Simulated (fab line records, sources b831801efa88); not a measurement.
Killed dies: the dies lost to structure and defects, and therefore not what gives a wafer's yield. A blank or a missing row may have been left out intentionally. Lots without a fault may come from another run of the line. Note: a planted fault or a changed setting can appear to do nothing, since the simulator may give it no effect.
fab line records	flow gf180mcu
record lots=5	wafers=15	lastDay=34
route steps=602 shown MVPSD@86 VT_IMPLANT@90
lots that met no fault: taken from a fault-free run of the same line
startH: hours from the record's opening day to when the first of the lot's shown wafers began	waitH: how many hours have passed since the lot's step before this one	" unchanged from the row above	L1.1+2: one row covering several wafers at once	- value missing, or start not given	* or withheld: withheld	< > ~ a bound
route shown NAME@n: NAME is a module with steps in the file, n the number in the route of the first one	usual: average and standard deviation across the fault-free wafers	same: alike in all rows	chamber/n: place in a boat	sites: per-site readings	_std_site: standard deviation across them	_edge_site: outer sites' mean less inner sites'	radiusMm: for every site, how far away it sits from the centre of the wafer	mask NAME#n: copy n	behind: the last tool/chamber to shape the wafer	hold: why the lot was held/for how many hours/how that ended	device: names the non-switching transistor (n, p or np)	end of line: tests of these same wafers at the route's end	a step with no rows: only its recipe	killed: dies that structure and defects cost at the first sort, which is not the same as the wafer's yield	map: the dies of a wafer, with x for killed, . for not killed, _ for no die there
set.NAME: setting as actually run; set.NAME@STEP: the setting as run at that earlier step	model.NAME: the simulator's own value behind a step, which no gauge read
a table for each step, a row for each wafer; lots at some steps of the route
services: from which hour (startH, from the record's first day; less than 0 if before it) a tool's chamber was out of use, for how many hours, and why
## steps
# step GF_MVPSD_IMPLANT_08
# recipe species=B	energyKev=170	doseCm2=1.5e+13	tiltDeg=0
# same implantIonAmu=11
lot.wafer	tool	chamber	startH	waitH
L078.1+2+4	implanter-03	0	121.29	0.0
L080.1+3+6	implanter-04	0	134.48	0.0
L081.1+3+5	implanter-03	0	139.59	0.0
L083.2+4+6	implanter-01	0	149.16	0.0
L096.1+4+6	implanter-01	0	231.00	0.0
# step GF_MVPSD_IMPLANT_09
# recipe species=B	energyKev=40	doseCm2=5e+12	tiltDeg=0
# same implantIonAmu=11
lot.wafer	tool	chamber	startH	waitH
L078.1+2+4	implanter-03	0	121.44	0.1
L080.1+3+6	implanter-04	0	134.63	0.1
L081.1+3+5	implanter-03	0	139.74	0.1
L083.2+4+6	implanter-01	0	149.31	0.1
L096.1+4+6	implanter-01	0	231.15	0.1
# step GF_MVPSD_STRIP_10
# recipe chemistry=O2/N2	powerW=1400	pressureMtorr=1500	platenTempC=250	o2FlowSccm=3000	n2FlowSccm=300	overashFraction=0.5
# usual drypumpMotorCurrentA=5.75/0.23	heaterPowerW=314/15	oesProductAu=0.722/0.0045	stripTimeToEndpointS=36.98/0.099
lot.wafer	tool	chamber	startH	waitH	drypumpMotorCurrentA	heaterPowerW	oesProductAu	rfHoursCounterH	stripTimeToEndpointS
L078.1	plasmaAsher-02	1	121.59	0.1	6.03	315	0.728	48	36.99
L078.2	"	0	"	"	5.62	323	0.725	48	37.01
L078.4	"	0	"	"	5.62	327	0.726	-	37.04
L080.1	plasmaAsher-02	1	134.78	0.1	6.06	306	0.722	49	36.97
L080.3	"	1	"	"	6.07	311	0.721	-	36.91
L080.6	"	0	"	"	5.62	322	0.728	-	36.90
L081.1	plasmaAsher-01	1	139.89	0.1	5.90	329	0.719	2	36.97
L081.3	"	1	"	"	5.91	342	0.726	-	36.91
L081.5	"	0	"	"	5.57	287	0.720	-	36.88
L083.2	plasmaAsher-02	1	149.43	0.1	6.01	308	0.727	51	37.01
L083.4	"	1	"	"	6.07	304	0.719	-	36.96
L083.6	"	1	"	"	6.10	311	0.722	-	37.04
L096.1	plasmaAsher-01	1	231.30	0.1	5.94	332	0.719	11	37.17
L096.4	"	1	"	"	5.91	327	0.725	-	37.06
L096.6	"	0	"	"	5.61	290	0.709	-	37.03
# step GF_MVPSD_TW_MEAS_11
# usual MVPSD_TW=552/4.3
lot.wafer	tool	chamber	startH	waitH	MVPSD_TW
L078.1	filmMetro-01	-	121.69	0.1	548
L078.2	"	-	"	"	547
L078.4	"	-	"	"	546
L080.1	filmMetro-02	-	134.88	0.1	556
L080.3	"	-	"	"	557
L080.6	"	-	"	"	553
L081.1	filmMetro-02	-	139.99	0.1	557
L081.3	"	-	"	"	558
L081.5	"	-	"	"	558
L083.2	filmMetro-01	-	149.54	0.1	546
L083.4	"	-	"	"	546
L083.6	"	-	"	"	545
L096.1	filmMetro-01	-	231.52	0.2	546
L096.4	"	-	"	"	547
L096.6	"	-	"	"	549
# step GF_VT_IMPLANT_DEHYDRATE_00
# recipe tempC=200	timeS=60
# usual resistLineTempC=23.01/0.11
lot.wafer	tool	chamber	startH	waitH	resistLineTempC
L078.1	lithoTrack-03	0	127.82	6.1	23.01
L078.2	"	0	"	"	23.03
L078.4	"	0	"	"	22.95
L080.1	lithoTrack-04	0	142.14	7.2	22.83
L080.3	"	0	"	"	22.80
L080.6	"	0	"	"	22.80
L081.1	lithoTrack-01	0	146.51	6.5	22.84
L081.3	"	0	"	"	22.85
L081.5	"	0	"	"	22.92
L083.2	lithoTrack-04	0	156.87	7.3	23.21
L083.4	"	0	"	"	23.09
L083.6	"	0	"	"	23.10
L096.1	lithoTrack-03	0	239.12	7.6	22.98
L096.4	"	0	"	"	23.02
L096.6	"	0	"	"	23.04
# step GF_VT_IMPLANT_HMDS_01
# recipe primeTimeS=60	primeTempC=120
# usual resistLineTempC=22.96/0.12
lot.wafer	tool	chamber	startH	waitH	resistLineTempC
L078.1	lithoTrack-03	0	127.97	0.1	23.02
L078.2	"	0	"	"	23.23
L078.4	"	0	"	"	23.15
L080.1	lithoTrack-04	0	142.29	0.1	22.85
L080.3	"	0	"	"	22.96
L080.6	"	0	"	"	23.05
L081.1	lithoTrack-01	0	146.66	0.1	22.97
L081.3	"	0	"	"	23.21
L081.5	"	0	"	"	23.07
L083.2	lithoTrack-04	0	157.02	0.1	22.84
L083.4	"	0	"	"	22.88
L083.6	"	0	"	"	22.99
L096.1	lithoTrack-03	0	239.27	0.1	22.84
L096.4	"	0	"	"	22.89
L096.6	"	0	"	"	22.92
# step GF_VT_IMPLANT_COAT_02
# recipe resist=NOVOLAK	spinRpm=3000	resistThkNm=1000
# usual resistLineTempC=23.00/0.11
lot.wafer	tool	chamber	startH	waitH	resistLineTempC
L078.1	lithoTrack-03	0	128.12	0.1	23.20
L078.2	"	0	"	"	23.05
L078.4	"	0	"	"	23.14
L080.1	lithoTrack-04	0	142.44	0.1	23.09
L080.3	"	0	"	"	23.13
L080.6	"	0	"	"	23.13
L081.1	lithoTrack-01	0	146.81	0.1	22.98
L081.3	"	0	"	"	22.92
L081.5	"	0	"	"	22.91
L083.2	lithoTrack-04	0	157.17	0.1	23.07
L083.4	"	0	"	"	23.13
L083.6	"	0	"	"	23.07
L096.1	lithoTrack-03	0	239.42	0.1	23.01
L096.4	"	0	"	"	23.10
L096.6	"	0	"	"	23.06
# step GF_VT_IMPLANT_SOFTBAKE_03
# recipe tempC=90	timeS=60	resist=NOVOLAK
# usual resistLineTempC=22.97/0.12
lot.wafer	tool	chamber	startH	waitH	resistLineTempC
L078.1	lithoTrack-03	0	128.27	0.1	22.93
L078.2	"	0	"	"	23.10
L078.4	"	0	"	"	22.98
L080.1	lithoTrack-04	0	142.59	0.1	22.96
L080.3	"	0	"	"	23.01
L080.6	"	0	"	"	23.01
L081.1	lithoTrack-01	0	146.96	0.1	22.68
L081.3	"	0	"	"	22.88
L081.5	"	0	"	"	22.95
L083.2	lithoTrack-04	0	157.32	0.1	22.89
L083.4	"	0	"	"	22.78
L083.6	"	0	"	"	22.86
L096.1	lithoTrack-03	0	239.57	0.1	22.95
L096.4	"	0	"	"	23.01
L096.6	"	0	"	"	22.93
# step GF_VT_IMPLANT_EXPOSE_04
# recipe maskId=LVPWELL_LV_AREA	targetCdNm=600	na=0.6	sourceShape=conventional	sigmaOuter=0.6	doseMj=140
lot.wafer	tool	chamber	startH	waitH	mask
L078.1+2+4	ilineStepper-01	0	-	-	LVPWELL_LV_AREA#0
L080.1+3+6	ilineStepper-01	0	-	-	LVPWELL_LV_AREA#0
L081.1+3+5	ilineStepper-01	0	-	-	LVPWELL_LV_AREA#0
L083.2+4+6	ilineStepper-02	0	-	-	LVPWELL_LV_AREA#0
L096.1+4+6	ilineStepper-01	0	-	-	LVPWELL_LV_AREA#0
# step GF_VT_IMPLANT_PEB_05
# recipe tempC=withheld	timeS=*	resist=NOVOLAK
# usual resistLineTempC=*
lot.wafer	tool	chamber	startH	waitH	resistLineTempC
L078.1	lithoTrack-01	0	-	-	*
L078.2	"	0	"	"	*
L078.4	"	0	"	"	*
L080.1	lithoTrack-03	0	-	-	*
L080.3	"	0	"	"	*
L080.6	"	0	"	"	*
L081.1	lithoTrack-01	0	-	-	*
L081.3	"	0	"	"	*
L081.5	"	0	"	"	*
L083.2	lithoTrack-01	0	-	-	*
L083.4	"	0	"	"	*
L083.6	"	0	"	"	*
L096.1	lithoTrack-01	0	-	-	*
L096.4	"	0	"	"	*
L096.6	"	0	"	"	*
# step GF_VT_IMPLANT_DEVELOP_06
# recipe developTimeS=60	devTempC=23
# usual resistLineTempC=23.00/0.11
lot.wafer	tool	chamber	startH	waitH	resistLineTempC
L078.1	lithoTrack-01	0	135.56	0.1	22.99
L078.2	"	0	"	"	22.97
L078.4	"	0	"	"	23.19
L080.1	lithoTrack-03	0	149.97	0.1	22.83
L080.3	"	0	"	"	22.93
L080.6	"	0	"	"	23.01
L081.1	lithoTrack-01	0	154.76	0.1	22.93
L081.3	"	0	"	"	23.14
L081.5	"	0	"	"	23.09
L083.2	lithoTrack-01	0	165.08	0.1	23.16
L083.4	"	0	"	"	23.05
L083.6	"	0	"	"	23.04
L096.1	lithoTrack-01	0	249.10	0.1	22.88
L096.4	"	0	"	"	22.99
L096.6	"	0	"	"	22.89
# step GF_VT_IMPLANT_OVL_MEAS_07
# usual VT_IMPLANT_OVL=0.0/1.5
lot.wafer	tool	chamber	startH	waitH	VT_IMPLANT_OVL[nm]
L078.1	overlay-01	-	135.71	0.1	-1.3
L078.2	"	-	"	"	-0.3
L078.4	"	-	"	"	-0.2
L080.1	overlay-01	-	150.12	0.1	-0.3
L080.3	"	-	"	"	1.2
L080.6	"	-	"	"	1.6
L081.1	overlay-01	-	154.91	0.1	1.5
L081.3	"	-	"	"	0.9
L081.5	"	-	"	"	0.5
L083.2	overlay-02	-	165.21	0.1	-0.9
L083.4	"	-	"	"	-0.2
L083.6	"	-	"	"	1.1
L096.1	overlay-02	-	249.25	0.1	3.1
L096.4	"	-	"	"	3.8
L096.6	"	-	"	"	2.2
# step GF_VT_IMPLANT_IMPLANT_08
# recipe species=BF2	energyKev=20	doseCm2=8.29e+12	tiltDeg=7
# same implantIonAmu=49
lot.wafer	tool	chamber	startH	waitH
L078.1+2+4	implanter-04	0	135.74	0.0
L080.1+3+6	implanter-04	0	150.15	0.0
L081.1+3+5	implanter-02	0	154.94	0.0
L083.2+4+6	implanter-04	0	165.27	0.0
L096.1+4+6	implanter-04	0	249.29	0.0
# step GF_VT_IMPLANT_STRIP_09
# recipe chemistry=O2/N2	powerW=1400	pressureMtorr=1500	platenTempC=250	o2FlowSccm=3000	n2FlowSccm=300	overashFraction=0.5
# usual drypumpMotorCurrentA=5.69/0.27	heaterPowerW=323/25	oesProductAu=0.715/0.0052	stripTimeToEndpointS=12.64/0.04
lot.wafer	tool	chamber	startH	waitH	drypumpMotorCurrentA	heaterPowerW	oesProductAu	rfHoursCounterH	stripTimeToEndpointS
L078.1	plasmaAsher-01	1	135.89	0.1	5.93	333	0.722	2	12.62
L078.2	"	0	"	"	5.61	282	0.708	2	12.64
L078.4	"	0	"	"	5.58	290	0.726	-	12.64
L080.1	plasmaAsher-02	0	150.30	0.1	5.63	322	0.710	51	12.61
L080.3	"	1	"	"	6.07	312	0.716	-	12.60
L080.6	"	1	"	"	6.03	306	0.714	-	12.64
L081.1	plasmaAsher-02	1	155.09	0.1	6.10	307	0.717	52	12.66
L081.3	"	0	"	"	5.63	320	0.711	-	12.69
L081.5	"	1	"	"	6.05	308	0.723	-	12.67
L083.2	plasmaAsher-04	0	165.39	0.1	5.55	314	0.734	36	12.58
L083.4	"	0	"	"	5.57	304	0.712	-	12.66
L083.6	"	1	"	"	5.27	384	0.717	-	12.63
L096.1	plasmaAsher-02	1	249.44	0.1	6.03	311	0.716	62	12.66
L096.4	"	0	"	"	5.60	315	0.717	-	12.63
L096.6	"	1	"	"	6.07	310	0.724	-	12.69
# step GF_VT_IMPLANT_TW_MEAS_10
# usual VT_IMPLANT_TW=560/3
lot.wafer	tool	chamber	startH	waitH	VT_IMPLANT_TW
L078.1	filmMetro-04	-	135.99	0.1	556
L078.2	"	-	"	"	558
L078.4	"	-	"	"	557
L080.1	filmMetro-04	-	150.40	0.1	557
L080.3	"	-	"	"	555
L080.6	"	-	"	"	557
L081.1	filmMetro-04	-	155.19	0.1	557
L081.3	"	-	"	"	558
L081.5	"	-	"	"	557
L083.2	filmMetro-04	-	165.50	0.1	554
L083.4	"	-	"	"	558
L083.6	"	-	"	"	556
L096.1	filmMetro-04	-	249.54	0.1	560
L096.4	"	-	"	"	556
L096.6	"	-	"	"	561
# step GF_VT_IMPLANT_DEHYDRATE_11
# recipe tempC=200	timeS=60
# usual resistLineTempC=23.03/0.12
lot.wafer	tool	chamber	startH	waitH	resistLineTempC
L078.1	lithoTrack-01	0	142.76	6.8	22.92
L078.2	"	0	"	"	23.20
L078.4	"	0	"	"	23.06
L080.1	lithoTrack-01	0	158.36	7.9	22.90
L080.3	"	0	"	"	23.03
L080.6	"	0	"	"	23.10
L081.1	lithoTrack-04	0	162.59	7.4	23.01
L081.3	"	0	"	"	22.97
L081.5	"	0	"	"	22.97
L083.2	lithoTrack-04	0	173.52	8.0	22.91
L083.4	"	0	"	"	22.91
L083.6	"	0	"	"	22.95
L096.1	lithoTrack-04	0	258.49	8.9	23.11
L096.4	"	0	"	"	23.22
L096.6	"	0	"	"	23.14
## services
tool	chamber	startH	hours	kind
plasmaAsher-01	-	108.75	9.0	pm
plasmaAsher-01	0	108.75	9.0	ventCycle
plasmaAsher-01	1	108.75	9.0	ventCycle
ilineStepper-01	-	109.07	1.7	pm
implanter-04	-	113.72	1.9	repair
plasmaAsher-01	0	117.75	-	clean
plasmaAsher-01	1	117.75	-	clean
plasmaAsher-02	-	130.99	1.4	repair
lithoTrack-03	-	134.58	-	consumableReplace:filter
implanter-01	-	136.95	5.9	repair
implanter-04	-	137.14	5.2	pm
implanter-01	-	154.53	1.4	repair
implanter-03	-	156.52	56.9	pm
ilineStepper-01	-	181.92	0.6	repair
plasmaAsher-01	-	185.61	2.8	pm
implanter-02	-	196.48	1.3	repair
ilineStepper-02	0	211.21	-	calibration
implanter-03	-	213.45	6.8	pm
ilineStepper-02	-	221.40	4.4	pm
ilineStepper-01	0	239.32	-	calibration
## key
fault none
